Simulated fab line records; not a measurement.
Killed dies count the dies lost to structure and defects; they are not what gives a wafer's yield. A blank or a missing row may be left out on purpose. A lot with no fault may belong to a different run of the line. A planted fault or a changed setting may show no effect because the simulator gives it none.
Which tool did it? / flow sky130 / 33 wafers from 11 lots sampled at 5 of the route's 708 steps

## WHAT THE GAUGES SHOWED, per wafer
SKY_VT_ADJUST_HVTP_TW_MEAS_11. Usual: VT_ADJUST_HVTP_TW 1351, standard deviation 9.9.
lot=L579; measured=day 6 00:26; on=filmMetro-01; VT_ADJUST_HVTP_TW=1359 1369 1361; flag=
lot=L582; measured=day 6 16:15; on=filmMetro-03; VT_ADJUST_HVTP_TW=1349 1341 1348; flag=
lot=L584; measured=day 7 04:36; on=filmMetro-02; VT_ADJUST_HVTP_TW=1341 1336 1346; flag=
lot=L586; measured=day 7 20:46; on=filmMetro-01; VT_ADJUST_HVTP_TW=1354 1343 1353; flag=
lot=L588; measured=day 8 05:41; on=filmMetro-02; VT_ADJUST_HVTP_TW=1339 1339 1340; flag=
lot=L595; measured=day 11 05:12; on=filmMetro-03; VT_ADJUST_HVTP_TW=1341 1355 1345; flag=
lot=L596; measured=day 11 05:59; on=filmMetro-01; VT_ADJUST_HVTP_TW=1360 1365 1372; flag=
lot=L597; measured=day 11 14:48; on=filmMetro-02; VT_ADJUST_HVTP_TW=1337 1344 1347; flag=
lot=L598; measured=day 11 16:02; on=filmMetro-02; VT_ADJUST_HVTP_TW=1339 1336 1341; flag=
lot=L600; measured=day 12 02:29; on=filmMetro-01; VT_ADJUST_HVTP_TW=1362 1357 1372; flag=
lot=L599; measured=day 12 03:05; on=filmMetro-01; VT_ADJUST_HVTP_TW=1354 1362 1361; flag=

SKY_VT_ADJUST_NCORE_OVL_MEAS_08. Usual: VT_ADJUST_NCORE_OVL -0.2 nm, standard deviation 1.3.
lot=L579; measured=day 8 06:28; on=overlay-01; VT_ADJUST_NCORE_OVL (nm)=0.0 0.5 0.6; flag=
lot=L582; measured=day 9 01:07; on=overlay-01; VT_ADJUST_NCORE_OVL (nm)=-0.6 -2.4 -0.6; flag=
lot=L584; measured=day 9 15:58; on=overlay-01; VT_ADJUST_NCORE_OVL (nm)=0.1 0.2 -1.3; flag=
lot=L586; measured=day 10 10:46; on=overlay-02; VT_ADJUST_NCORE_OVL (nm)=-2.6 -1.5 -2.1; flag=
lot=L588; measured=day 10 20:55; on=overlay-01; VT_ADJUST_NCORE_OVL (nm)=0.4 0.3 0.9; flag=
lot=L595; measured=day 14 08:06; on=overlay-01; VT_ADJUST_NCORE_OVL (nm)=-1.9 -0.8 -2.1; flag=
lot=L596; measured=day 14 08:17; on=overlay-02; VT_ADJUST_NCORE_OVL (nm)=0.6 -0.3 0.3; flag=
lot=L597; measured=day 14 19:31; on=overlay-01; VT_ADJUST_NCORE_OVL (nm)=-0.5 -1.6 -0.7; flag=
lot=L598; measured=day 14 21:12; on=overlay-02; VT_ADJUST_NCORE_OVL (nm)=-0.1 0.6 -0.2; flag=
lot=L600; measured=day 15 08:29; on=overlay-01; VT_ADJUST_NCORE_OVL (nm)=-0.1 -1.0 -1.5; flag=
lot=L599; measured=day 15 09:18; on=overlay-02; VT_ADJUST_NCORE_OVL (nm)=2.1 1.9 0.7; flag=

SKY_GATE_OXIDE_THK_MEAS_02. Usual: GATE_OXIDE_OXIDATION_00_THK 10.27 nm, standard deviation 0.18.
lot=L579; measured=day 12 08:56; on=filmMetro-04; GATE_OXIDE_OXIDATION_00_THK (nm)=10.35 10.38 10.50; flag=
lot=L582; measured=day 13 05:07; on=filmMetro-04; GATE_OXIDE_OXIDATION_00_THK (nm)=10.12 10.07 10.11; flag=
lot=L584; measured=day 13 22:59; on=filmMetro-01; GATE_OXIDE_OXIDATION_00_THK (nm)=10.61 10.54 10.52; flag=
lot=L586; measured=day 14 22:22; on=filmMetro-01; GATE_OXIDE_OXIDATION_00_THK (nm)=9.66 9.47 9.57; flag=OFF
lot=L588; measured=day 15 12:49; on=filmMetro-02; GATE_OXIDE_OXIDATION_00_THK (nm)=9.31 9.33 9.35; flag=OFF
lot=L595; measured=day 19 17:37; on=filmMetro-02; GATE_OXIDE_OXIDATION_00_THK (nm)=10.56 10.67 10.42; flag=
lot=L596; measured=day 19 18:34; on=filmMetro-01; GATE_OXIDE_OXIDATION_00_THK (nm)=9.93 10.04 10.03; flag=
lot=L597; measured=day 20 04:08; on=filmMetro-04; GATE_OXIDE_OXIDATION_00_THK (nm)=10.20 10.34 10.12; flag=
lot=L598; measured=day 20 09:14; on=filmMetro-02; GATE_OXIDE_OXIDATION_00_THK (nm)=10.47 10.32 10.45; flag=
lot=L600; measured=day 20 16:55; on=filmMetro-01; GATE_OXIDE_OXIDATION_00_THK (nm)=10.38 10.21 10.34; flag=
lot=L599; measured=day 20 16:55; on=filmMetro-02; GATE_OXIDE_OXIDATION_00_THK (nm)=10.52 10.41 10.57; flag=

## EACH LOT AND THE TOOL THAT RAN IT (in order: tool; ch and the chambers of the sampled wafers; start)
lot=L579; SKY_VT_ADJUST_LVTN_STRIP_09=plasmaAsher-04 ch 1, day 6 18:01; SKY_GATE_OXIDE_OXIDATION_01=furnace-01 ch 0, day 12 07:31
lot=L582; SKY_VT_ADJUST_LVTN_STRIP_09=plasmaAsher-03 ch 0,1, day 7 10:22; SKY_GATE_OXIDE_OXIDATION_01=furnace-01 ch 0, day 13 03:43
lot=L584; SKY_VT_ADJUST_LVTN_STRIP_09=plasmaAsher-03 ch 0,1, day 7 22:43; SKY_GATE_OXIDE_OXIDATION_01=furnace-01 ch 0, day 13 21:34
lot=L586; SKY_VT_ADJUST_LVTN_STRIP_09=plasmaAsher-03 ch 0,1, day 8 16:06; SKY_GATE_OXIDE_OXIDATION_01=furnace-01 ch 0, day 14 20:56
lot=L588; SKY_VT_ADJUST_LVTN_STRIP_09=plasmaAsher-04 ch 0,1, day 9 02:25; SKY_GATE_OXIDE_OXIDATION_01=furnace-01 ch 0, day 15 11:24
lot=L595; SKY_VT_ADJUST_LVTN_STRIP_09=plasmaAsher-01 ch 0,1, day 12 04:43; SKY_GATE_OXIDE_OXIDATION_01=furnace-01 ch 0, day 19 16:12
lot=L596; SKY_VT_ADJUST_LVTN_STRIP_09=plasmaAsher-03 ch 0,1, day 12 05:02; SKY_GATE_OXIDE_OXIDATION_01=furnace-02 ch 0, day 19 17:10
lot=L597; SKY_VT_ADJUST_LVTN_STRIP_09=plasmaAsher-01 ch 0,1, day 12 15:05; SKY_GATE_OXIDE_OXIDATION_01=furnace-02 ch 0, day 20 02:43
lot=L598; SKY_VT_ADJUST_LVTN_STRIP_09=plasmaAsher-04 ch 0,1, day 12 16:25; SKY_GATE_OXIDE_OXIDATION_01=furnace-01 ch 0, day 20 07:49
lot=L600; SKY_VT_ADJUST_LVTN_STRIP_09=plasmaAsher-04 ch 0,1, day 13 03:32; SKY_GATE_OXIDE_OXIDATION_01=furnace-01 ch 0, day 20 15:31
lot=L599; SKY_VT_ADJUST_LVTN_STRIP_09=plasmaAsher-01 ch 0,1, day 13 04:04; SKY_GATE_OXIDE_OXIDATION_01=furnace-01 ch 0, day 20 15:31
- SKY_VT_ADJUST_LVTN_STRIP_09: strips in O2/N2.
- SKY_GATE_OXIDE_OXIDATION_01: stabilise 600 s, purge 300 s, target thk 10.268 nm.

## WHAT THE TOOLS THEMSELVES READ (means of the sampled wafers that have a number; where no wafer has one, the mark that the record gives instead)
SKY_VT_ADJUST_LVTN_STRIP_09. Usual: drypumpMotorCurrentA 5.8 A, standard deviation 0.38; oesProductAu 0.722 a.u., standard deviation 0.0041; stripTimeToEndpointS 36.87 s, standard deviation 0.11.
lot=L579; tool=plasmaAsher-04; drypumpMotorCurrentA (A)=5.7; oesProductAu (a.u.)=0.722; stripTimeToEndpointS (s)=36.86; flag=
lot=L582; tool=plasmaAsher-03; drypumpMotorCurrentA (A)=5.4; oesProductAu (a.u.)=0.719; stripTimeToEndpointS (s)=36.77; flag=
lot=L584; tool=plasmaAsher-03; drypumpMotorCurrentA (A)=5.5; oesProductAu (a.u.)=0.719; stripTimeToEndpointS (s)=36.97; flag=
lot=L586; tool=plasmaAsher-03; drypumpMotorCurrentA (A)=5.4; oesProductAu (a.u.)=0.724; stripTimeToEndpointS (s)=36.90; flag=
lot=L588; tool=plasmaAsher-04; drypumpMotorCurrentA (A)=5.7; oesProductAu (a.u.)=0.723; stripTimeToEndpointS (s)=36.97; flag=
lot=L595; tool=plasmaAsher-01; drypumpMotorCurrentA (A)=6.3; oesProductAu (a.u.)=0.719; stripTimeToEndpointS (s)=36.88; flag=
lot=L596; tool=plasmaAsher-03; drypumpMotorCurrentA (A)=5.4; oesProductAu (a.u.)=0.728; stripTimeToEndpointS (s)=36.80; flag=
lot=L597; tool=plasmaAsher-01; drypumpMotorCurrentA (A)=5.9; oesProductAu (a.u.)=0.720; stripTimeToEndpointS (s)=36.88; flag=
lot=L598; tool=plasmaAsher-04; drypumpMotorCurrentA (A)=5.7; oesProductAu (a.u.)=0.721; stripTimeToEndpointS (s)=37.07; flag=
lot=L600; tool=plasmaAsher-04; drypumpMotorCurrentA (A)=5.8; oesProductAu (a.u.)=0.722; stripTimeToEndpointS (s)=37.03; flag=
lot=L599; tool=plasmaAsher-01; drypumpMotorCurrentA (A)=6.3; oesProductAu (a.u.)=0.723; stripTimeToEndpointS (s)=36.96; flag=

SKY_GATE_OXIDE_OXIDATION_01. Usual: spikeTcBottomC 918.7 C, standard deviation 1.3; spikeTcCentreC 902.0 C, standard deviation 1; spikeTcLowerC 900.1 C, standard deviation 1.2; spikeTcUpperC 899.4 C, standard deviation 1; tubeCenterTempC 899.99 C, standard deviation 0.08; tube_center_temp_C_max 902.3, standard deviation 0.41.
lot=L579; tool=furnace-01; spikeTcBottomC (C)=919.1; spikeTcCentreC (C)=902.6; spikeTcLowerC (C)=900.5; spikeTcUpperC (C)=898.8; tubeCenterTempC (C)=899.98; tube_center_temp_C_max=902.1; flag=
lot=L582; tool=furnace-01; spikeTcBottomC (C)=918.8; spikeTcCentreC (C)=902.1; spikeTcLowerC (C)=900.8; spikeTcUpperC (C)=899.7; tubeCenterTempC (C)=900.03; tube_center_temp_C_max=902.9; flag=
lot=L584; tool=furnace-01; spikeTcBottomC (C)=919.0; spikeTcCentreC (C)=901.6; spikeTcLowerC (C)=900.1; spikeTcUpperC (C)=899.5; tubeCenterTempC (C)=900.00; tube_center_temp_C_max=902.0; flag=
lot=L586; tool=furnace-01; spikeTcBottomC (C)=913.0; spikeTcCentreC (C)=897.1; spikeTcLowerC (C)=894.2; spikeTcUpperC (C)=892.7; tubeCenterTempC (C)=894.05; tube_center_temp_C_max=896.4; flag=OFF
lot=L588; tool=furnace-01; spikeTcBottomC (C)=914.5; spikeTcCentreC (C)=896.3; spikeTcLowerC (C)=895.6; spikeTcUpperC (C)=892.9; tubeCenterTempC (C)=894.15; tube_center_temp_C_max=896.7; flag=OFF
lot=L595; tool=furnace-01; spikeTcBottomC (C)=919.1; spikeTcCentreC (C)=903.3; spikeTcLowerC (C)=901.4; spikeTcUpperC (C)=899.9; tubeCenterTempC (C)=900.11; tube_center_temp_C_max=902.6; flag=
lot=L596; tool=furnace-02; spikeTcBottomC (C)=917.9; spikeTcCentreC (C)=901.8; spikeTcLowerC (C)=899.8; spikeTcUpperC (C)=898.7; tubeCenterTempC (C)=900.03; tube_center_temp_C_max=902.0; flag=
lot=L597; tool=furnace-02; spikeTcBottomC (C)=918.3; spikeTcCentreC (C)=902.1; spikeTcLowerC (C)=900.1; spikeTcUpperC (C)=899.8; tubeCenterTempC (C)=899.88; tube_center_temp_C_max=902.3; flag=
lot=L598; tool=furnace-01; spikeTcBottomC (C)=918.1; spikeTcCentreC (C)=902.1; spikeTcLowerC (C)=900.6; spikeTcUpperC (C)=898.2; tubeCenterTempC (C)=899.92; tube_center_temp_C_max=902.3; flag=
lot=L600; tool=furnace-01; spikeTcBottomC (C)=919.0; spikeTcCentreC (C)=902.0; spikeTcLowerC (C)=899.5; spikeTcUpperC (C)=898.7; tubeCenterTempC (C)=900.06; tube_center_temp_C_max=902.3; flag=
lot=L599; tool=furnace-01; spikeTcBottomC (C)=920.1; spikeTcCentreC (C)=902.3; spikeTcLowerC (C)=900.2; spikeTcUpperC (C)=898.6; tubeCenterTempC (C)=899.93; tube_center_temp_C_max=902.6; flag=

## THE ANSWER, worked out from the rows above alone
Rule: lot off if the mean of its wafers having a number is beyond 3 standard deviations from the usual mean. A lot without any number at a reading at which 4 lots or more have one is off too. The other lots that the step has rows for count as sound. First the gauges in route order, then the tools' own readings, where a lot's mean is used as printed above. The first step at which some lot is off is used, and at that step the reading that is off furthest; a lot without a number counts as furthest.
Off: L586, L588, at SKY_GATE_OXIDE_THK_MEAS_02 (GATE_OXIDE_OXIDATION_00_THK).
A tool fits if, at a process step before that reading, it ran every lot that is off, and no sound lot after the first of them. Not tried: the gauges at SKY_GATE_OXIDE_THK_MEAS_02; whatever is off there is also off at SKY_GATE_OXIDE_OXIDATION_01, on other tools, and gauge error can't account for it. No candidate that was tried fits.

## WHAT THE SIMULATOR HAD INSERTED
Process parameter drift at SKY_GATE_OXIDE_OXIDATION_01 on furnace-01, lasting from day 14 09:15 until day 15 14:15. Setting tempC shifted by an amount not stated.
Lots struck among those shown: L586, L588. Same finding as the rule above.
